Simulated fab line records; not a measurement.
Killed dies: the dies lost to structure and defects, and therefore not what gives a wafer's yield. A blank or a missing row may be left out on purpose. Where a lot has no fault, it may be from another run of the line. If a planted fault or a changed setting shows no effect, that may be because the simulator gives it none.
Chamber matching	flow gf180mcu	4 sister chambers for GF_STI_ETCH_14 on rie si-02
The step etches Si in HBr/Cl2/O2, target depth 360 nm, time 102.9 s. 4 wafers are shown with their chamber, then 7 later ones without.

WAFERS, EACH WITH ITS CHAMBER
wafer	chamber	drypump motor current A (A)
L309.6	1	5.0
L320.4	3	5.4
L321.4	2	5.8
L321.5	0	6.2

WAFERS WITH NO CHAMBER GIVEN
wafer	drypump motor current A (A)
L321.6	4.9
L324.1	5.8
L324.4	6.2
L324.6	6.2
L325.3	5.4
L325.4	5.4
L325.6	6.2

CHAMBER TAKEN BY EACH
wafer	from the rows above	in truth
L321.6	1	1
L324.1	2	2
L324.4	0	0
L324.6	0	0
L325.3	3	3
L325.4	3	3
L325.6	0	0
Correct placement for 7 of the 7. Can't be placed from these rows: 0. Wrongly placed: 0.
How it was worked out, from the rows above alone: a wafer's distance from a chamber is the root of the sum, over the readings, of the square of ((its reading less the chamber's mean) divided by the reading's scatter). If the next closest chamber is less than 2 further off than the closest, the wafer can't be placed; otherwise it belongs to the closest. Each chamber's mean is taken over the wafers shown for it. The scatter: root of mean squared gap, hidden wafer to nearest shown wafer, with one shown wafer a chamber.
